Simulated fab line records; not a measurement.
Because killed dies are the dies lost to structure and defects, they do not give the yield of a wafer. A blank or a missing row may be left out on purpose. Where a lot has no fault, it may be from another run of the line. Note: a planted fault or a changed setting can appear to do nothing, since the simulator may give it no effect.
Which tool was responsible? | flow sky130 | Sampling: 10 lots, 30 wafers, 7 of 708 route steps

== WHAT THE GAUGES SHOWED, per wafer ==
SKY_LDD_P_CD_MEAS_07: target cd 380 nm. Usual: cd-nm 380.4 nm, standard deviation 2.2.
lot  | measured     | on        | cd-nm (nm)        | flag
L826 | day 18 21:07 | cd-sem-01 | 380.7 380.3 380.7 |
L833 | day 21 20:14 | cd-sem-01 | 380.9 381.1 380.8 |
L834 | day 22 02:14 | cd-sem-02 | 381.2 383.6 384.3 |
L836 | day 22 20:20 | cd-sem-01 | 379.1 378.4 379.6 |
L841 | day 24 16:26 | cd-sem-01 | 383.0 381.6 382.7 |
L844 | day 25 10:37 | cd-sem-01 | 382.5 380.7 383.2 |
L843 | day 25 11:04 | cd-sem-02 | 380.4 382.5 378.0 |
L845 | day 25 15:57 | cd-sem-02 | 378.4 377.7 378.9 |
L847 | day 26 22:27 | cd-sem-02 | 380.8 380.6 380.5 |
L849 | day 27 15:27 | cd-sem-01 | 378.8 378.1 377.0 |

SKY_SD_P_TW_MEAS_11. Usual: SD_P_TW 2827, standard deviation 16.
lot  | measured     | on            | SD_P_TW        | flag
L826 | day 25 05:59 | film-metro-01 | 2846 2833 2831 |
L833 | day 28 04:05 | film-metro-04 | 2608 2589 2582 | OFF
L834 | day 28 09:58 | film-metro-03 | 2594 2590 2594 | OFF
L836 | day 29 02:22 | film-metro-01 | 2608 2604 2592 | OFF
L841 | day 30 18:28 | film-metro-04 | 2819 2834 2832 |
L844 | day 31 12:10 | film-metro-01 | 2836 2844 2837 |
L843 | day 31 12:49 | film-metro-01 | 2863 2845 2852 |
L845 | day 31 15:41 | film-metro-01 | 2828 2853 2837 |
L847 | day 32 20:50 | film-metro-03 | 2834 2833 2835 |
L849 | day 33 12:22 | film-metro-04 | 2814 2825 2817 |

SKY_RES_XHIGH_TW_MEAS_09. Usual: RES_XHIGH_TW 1642, standard deviation 7.9.
lot  | measured     | on            | RES_XHIGH_TW   | flag
L826 | day 26 11:50 | film-metro-01 | 1645 1650 1645 |
L833 | day 29 07:31 | film-metro-04 | 1638 1629 1640 |
L834 | day 29 14:02 | film-metro-04 | 1637 1638 1639 |
L836 | day 30 06:32 | film-metro-01 | 1638 1647 1648 |
L841 | day 31 22:11 | film-metro-01 | 1655 1646 1654 |
L844 | day 32 15:35 | film-metro-04 | 1635 1647 1647 |
L843 | day 32 15:58 | film-metro-04 | 1641 1642 1633 |
L845 | day 32 19:17 | film-metro-01 | 1649 1641 1648 |
L847 | day 34 00:14 | film-metro-04 | 1634 1637 1638 |
L849 | day 34 15:26 | film-metro-01 | 1633 1632 1636 |

SKY_SD_N_RS_MEAS_17: measurement is done with a four-point probe. Usual: SD_P_RS 147.2 ohm/sq, standard deviation 0.35.
lot  | measured     | on            | SD_P_RS (ohm/sq)  | flag
L826 | day 27 17:52 | film-metro-01 | 147.4 147.4 147.7 |
L833 | day 30 12:38 | film-metro-03 | 153.5 154.1 153.9 | OFF
L834 | day 30 18:44 | film-metro-01 | 154.0 154.3 153.6 | OFF
L836 | day 31 11:17 | film-metro-01 | 154.0 153.7 153.9 | OFF
L841 | day 33 01:57 | film-metro-04 | 147.2 146.8 147.2 |
L844 | day 33 18:40 | film-metro-01 | 147.4 147.5 147.3 |
L843 | day 33 19:05 | film-metro-04 | 147.2 147.0 147.0 |
L845 | day 33 22:50 | film-metro-01 | 146.9 146.9 146.3 |
L847 | day 35 03:53 | film-metro-01 | 146.9 146.4 147.2 |
L849 | day 35 18:43 | film-metro-04 | 146.9 147.1 146.8 |

== TOOL THAT RAN EACH LOT (tool first, then ch and the chambers of the sampled wafers, then the start) ==
lot  | SKY_SD_P_IMPLANT_09             | SKY_SD_P_STRIP_10                    | SKY_RES_XHIGH_STRIP_08
L826 | implanter-02 ch 0, day 25 05:44 | plasma-asher-02 ch 1, day 25 05:53   | plasma-asher-02 ch 0,1, day 26 11:44
L833 | implanter-02 ch 0, day 28 03:50 | plasma-asher-02 ch 0,1, day 28 03:59 | plasma-asher-02 ch 1, day 29 07:25
L834 | implanter-02 ch 0, day 28 09:44 | plasma-asher-04 ch 1, day 28 09:52   | plasma-asher-01 ch 0,1, day 29 13:55
L836 | implanter-02 ch 0, day 29 02:07 | plasma-asher-03 ch 0,1, day 29 02:16 | plasma-asher-02 ch 0,1, day 30 06:26
L841 | implanter-04 ch 0, day 30 18:13 | plasma-asher-02 ch 0,1, day 30 18:22 | plasma-asher-03 ch 0,1, day 31 22:05
L844 | implanter-02 ch 0, day 31 11:55 | plasma-asher-04 ch 0,1, day 31 12:04 | plasma-asher-02 ch 0,1, day 32 15:29
L843 | implanter-02 ch 0, day 31 12:34 | plasma-asher-04 ch 0,1, day 31 12:43 | plasma-asher-02 ch 0,1, day 32 15:52
L845 | implanter-04 ch 0, day 31 15:27 | plasma-asher-02 ch 0,1, day 31 15:35 | plasma-asher-01 ch 0,1, day 32 19:11
L847 | implanter-02 ch 0, day 32 20:36 | plasma-asher-02 ch 0,1, day 32 20:44 | plasma-asher-02 ch 1, day 34 00:07
L849 | implanter-04 ch 0, day 33 12:08 | plasma-asher-02 ch 0,1, day 33 12:16 | plasma-asher-03 ch 0,1, day 34 15:19
- SKY_SD_P_IMPLANT_09
- SKY_SD_P_STRIP_10: strips in O2/N2.
- SKY_RES_XHIGH_STRIP_08: strips in O2/N2.

== WHAT THE TOOLS THEMSELVES READ (means of the sampled wafers that have a number; where no wafer has one, the mark that the record gives instead) ==
SKY_SD_P_IMPLANT_09. Usual: beam-on-s 13.8 s, standard deviation 0.38; dose-ions-cm2 3.0008e+15, standard deviation 2.9e+12; faraday-current-uA 11867, standard deviation 330.
lot  | tool         | beam-on-s (s) | dose-ions-cm2 | faraday-current-uA | flag
L826 | implanter-02 | 13.9          | 2.9998e+15    | 11762              |
L833 | implanter-02 | 9.8           | 1.9980e+15    | 11162              | OFF
L834 | implanter-02 | 10.1          | 1.9971e+15    | 10831              | OFF
L836 | implanter-02 | 10.2          | 1.9994e+15    | 10771              | OFF
L841 | implanter-04 | 13.9          | 3.0023e+15    | 11746              |
L844 | implanter-02 | 14.0          | 2.9977e+15    | 11738              |
L843 | implanter-02 | 14.0          | 3.0003e+15    | 11658              |
L845 | implanter-04 | 13.7          | 2.9992e+15    | 11893              |
L847 | implanter-02 | 13.7          | 3.0032e+15    | 12007              |
L849 | implanter-04 | 14.2          | 3.0048e+15    | 11574              |

SKY_SD_P_STRIP_10. Usual: chamber-pressure-mTorr 1499.7 mTorr, standard deviation 1.2; drypump-motor-current-A 5.7 A, standard deviation 0.5; oes-product-au 0.618 a.u., standard deviation 0.0045; strip-time-to-endpoint-s 17.49 s, standard deviation 0.04.
lot  | tool            | chamber-pressure-mTorr (mTorr) | drypump-motor-current-A (A) | oes-product-au (a.u.) | strip-time-to-endpoint-s (s) | flag
L826 | plasma-asher-02 | 1498.5                         | 5.6                         | 0.615                 | 17.52                        |
L833 | plasma-asher-02 | 1500.6                         | 6.1                         | 0.631                 | 16.80                        | OFF
L834 | plasma-asher-04 | 1499.8                         | 4.7                         | 0.638                 | 16.80                        | OFF
L836 | plasma-asher-03 | 1498.9                         | 5.4                         | 0.635                 | 16.65                        | OFF
L841 | plasma-asher-02 | 1499.6                         | 5.8                         | 0.614                 | 17.51                        |
L844 | plasma-asher-04 | 1500.0                         | 5.1                         | 0.618                 | 17.47                        |
L843 | plasma-asher-04 | 1499.4                         | 5.1                         | 0.616                 | 17.48                        |
L845 | plasma-asher-02 | 1499.6                         | 6.1                         | 0.615                 | 17.49                        |
L847 | plasma-asher-02 | 1498.9                         | 5.8                         | 0.619                 | 17.47                        |
L849 | plasma-asher-02 | 1498.5                         | 5.8                         | 0.620                 | 17.52                        |

SKY_RES_XHIGH_STRIP_08. Usual: chamber-pressure-mTorr 1500.2 mTorr, standard deviation 1.2; drypump-motor-current-A 5.5 A, standard deviation 0.47; oes-product-au 0.712 a.u., standard deviation 0.0047; strip-time-to-endpoint-s 14.25 s, standard deviation 0.045.
lot  | tool            | chamber-pressure-mTorr (mTorr) | drypump-motor-current-A (A) | oes-product-au (a.u.) | strip-time-to-endpoint-s (s) | flag
L826 | plasma-asher-02 | 1501.5                         | 6.1                         | 0.712                 | 14.21                        |
L833 | plasma-asher-02 | 1499.1                         | 5.6                         | 0.710                 | 14.32                        |
L834 | plasma-asher-01 | 1499.9                         | 5.0                         | 0.711                 | 14.27                        |
L836 | plasma-asher-02 | 1500.4                         | 5.8                         | 0.712                 | 14.30                        |
L841 | plasma-asher-03 | 1500.7                         | 5.5                         | 0.709                 | 14.19                        |
L844 | plasma-asher-02 | 1500.3                         | 6.1                         | 0.712                 | 14.21                        |
L843 | plasma-asher-02 | 1500.4                         | 6.1                         | 0.710                 | 14.25                        |
L845 | plasma-asher-01 | 1501.3                         | 5.0                         | 0.716                 | 14.29                        |
L847 | plasma-asher-02 | 1501.1                         | 5.6                         | 0.713                 | 14.18                        |
L849 | plasma-asher-03 | 1498.9                         | 5.4                         | 0.713                 | 14.25                        |

== THE ANSWER, worked out from the rows above alone ==
Rule: lot off if the mean of its wafers having a number is beyond 3 standard deviations from the usual mean. Also off: a lot with no number at a reading for which 4 or more lots have one. The other lots that the step has rows for count as sound. Order of review: gauges by route order, followed by the tools' own readings, for which a lot's mean as printed above is used. At the first step where some lot is off, the reading lying furthest off is the one used; lots without a number count as furthest.
Off: L833, L834, L836, at SKY_SD_P_TW_MEAS_11 (SD_P_TW).
A tool fits if, at a process step before that reading, it ran every lot that is off, and no sound lot after the first of them. Not tried: the gauges at SKY_SD_P_TW_MEAS_11; whatever is off there is also off at SKY_SD_P_IMPLANT_09, on other tools, and gauge error can't account for it. Not one of the candidates tried fits.

== WHAT HAD BEEN PUT IN BY THE SIMULATOR ==
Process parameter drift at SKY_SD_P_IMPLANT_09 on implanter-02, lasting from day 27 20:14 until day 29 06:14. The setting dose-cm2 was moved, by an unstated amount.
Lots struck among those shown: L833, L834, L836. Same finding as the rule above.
